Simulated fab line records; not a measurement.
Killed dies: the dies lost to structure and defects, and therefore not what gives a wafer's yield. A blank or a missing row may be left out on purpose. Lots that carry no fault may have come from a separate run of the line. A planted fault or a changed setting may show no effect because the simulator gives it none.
Matching of chambers ; flow sky130 ; SKY_VIA1_CMP_24 on cmp-02: 4 sister chambers
The step polishes, stops on SiO2, t overpolish 15 s, target thk 0 nm. 4 wafers are shown with their chamber, then 10 later ones without.

## EACH WAFER AND ITS CHAMBER
wafer;chamber;time-to-endpoint-s (s)
L935.3;3;69
L932.1;1;58
L932.4;2;64
L932.5;0;71

## WAFERS MISSING THEIR CHAMBER
wafer;time-to-endpoint-s (s)
L936.1;69
L936.3;69
L936.4;62
L937.1;58
L937.3;70
L937.4;73
L939.1;60
L939.5;72
L940.1;69
L940.5;60

## EACH ONE'S CHAMBER
wafer;from the rows above;in truth
L936.1;can't be placed: 3 or 0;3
L936.3;can't be placed: 3 or 0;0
L936.4;can't be placed: 2 or 1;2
L937.1;1;1
L937.3;can't be placed: 0 or 3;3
L937.4;can't be placed: 0 or 3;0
L939.1;can't be placed: 1 or 2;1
L939.5;can't be placed: 0 or 3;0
L940.1;can't be placed: 3 or 0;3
L940.5;can't be placed: 1 or 2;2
Placed correctly: 1 of 10. Not placeable from these rows: 9 (in 9, the candidates include the true chamber). Number placed wrongly: 0.
How it was worked out, from the rows above alone: a wafer's distance from a chamber is the root of the sum, over the readings, of the square of ((its reading less the chamber's mean) divided by the reading's scatter). If the next closest chamber is less than 2 further off than the closest, the wafer can't be placed; otherwise it belongs to the closest. For every chamber, the mean is computed from those of its wafers that are shown. The scatter: with one shown wafer a chamber, the root of the mean of the squares of how far each hidden wafer lies from its nearest shown one.
